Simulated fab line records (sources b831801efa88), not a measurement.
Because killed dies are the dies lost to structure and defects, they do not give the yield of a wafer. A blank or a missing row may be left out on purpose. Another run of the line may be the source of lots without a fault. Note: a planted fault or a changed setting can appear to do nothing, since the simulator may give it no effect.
Code-filled problem report in 8D (eight disciplines) form	flow gf180mcu	the parts of the form that need people (team, actions taken, sign-off) are left out

## 1. WHAT IS WRONG
At GF_HV_LDD_CD_MEAS_46, cd-nm averages 294.9 nm over 6 wafers from 2 lots, while fault-free wafers read 400.5 nm, standard deviation 2.2. That puts it -48 standard deviations away from the usual mean.
The step: target cd 400 nm.
First seen on wafer L192.1, day 16 11:06, on cd-sem-01. Wafers with a number at this step in the record: 42, from 14 lots. By rule, "out" or "out of limits" means more than 4 standard deviations away from the usual mean. The rest of the wafers with a number are treated as sound.

## 2. WHAT IT IS; WHAT IT IS NOT
question	is	is not
which readings at this step	cd-nm	-
which lots	L192, L195	L180, L181, L182, L183, L184, L187, L188, L189, L190, L193, L202, L203
which wafers of those lots	all that have a number	-
read on which gauges	cd-sem-01	cd-sem-02
when	from day 16 11:06	up to then (27 sound wafers); but 9 sound wafers of L193, L202, L203 came after

## 3. THE SUSPECTS, EACH WITH WHAT RULES IT OUT
Counting: a tool stays on the suspect list if, at a process step up to the reading, it processed all lots that are out and no sound lot following the first of them.
- the gauge at GF_HV_LDD_CD_MEAS_46: kept. All the wafers that are out were read on cd-sem-01, and no step on other tools shows them out.
- litho-track-01 at GF_HV_LDD_DEVELOP_45 (develop time 60 s): ruled out as a lasting fault. Sound lots L203 ran on it after its first lot that is out, L192 (day 16 10:57).
Left after counting: cd-sem-01 at GF_HV_LDD_CD_MEAS_46.

## 4. THE CAUSE (what the simulator had put in)
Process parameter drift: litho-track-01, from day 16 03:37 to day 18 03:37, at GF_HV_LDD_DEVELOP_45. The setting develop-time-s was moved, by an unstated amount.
It was ruled out by counting, in error; the rule expects a fault to strike all lots run on its tool from its start on, and this fault did not.

## 5. THE EFFECT CHAIN, in route order
Rows list readings where the struck wafers' mean (over those with a number) sits beyond 3 standard deviations from the usual. Readings are gone through only where the record gives a usual standard deviation; hours: the median, over the lots, of the time from a lot's start at the first step in this table giving one to that lot's start at this step; sigmas: the change measured in usual standard deviations.
hours	step	reading	usual	on struck wafers	change	sigmas
0	GF_HV_LDD_CD_MEAS_46	cd-nm	400.5 nm	294.9	-105.6	-48
Later measuring or inspecting steps at which every struck wafer that the step has a row for has a number for every such reading, and none has moved that far: GF_SAB_OVL_MEAS_10, GF_CONTACT_THK_MEAS_26.

## 6. HOW IT WOULD HAVE BEEN CAUGHT EARLIER
The first out-of-limits reading at a measuring or inspecting step in this record came at day 16 11:06, 7 hours after the fault's start at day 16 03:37.
An alarm limit of 4 standard deviations would not have fired on the tool readings at GF_HV_LDD_DEVELOP_45 for which the record gives a usual standard deviation, since none of them was out on any struck wafer.
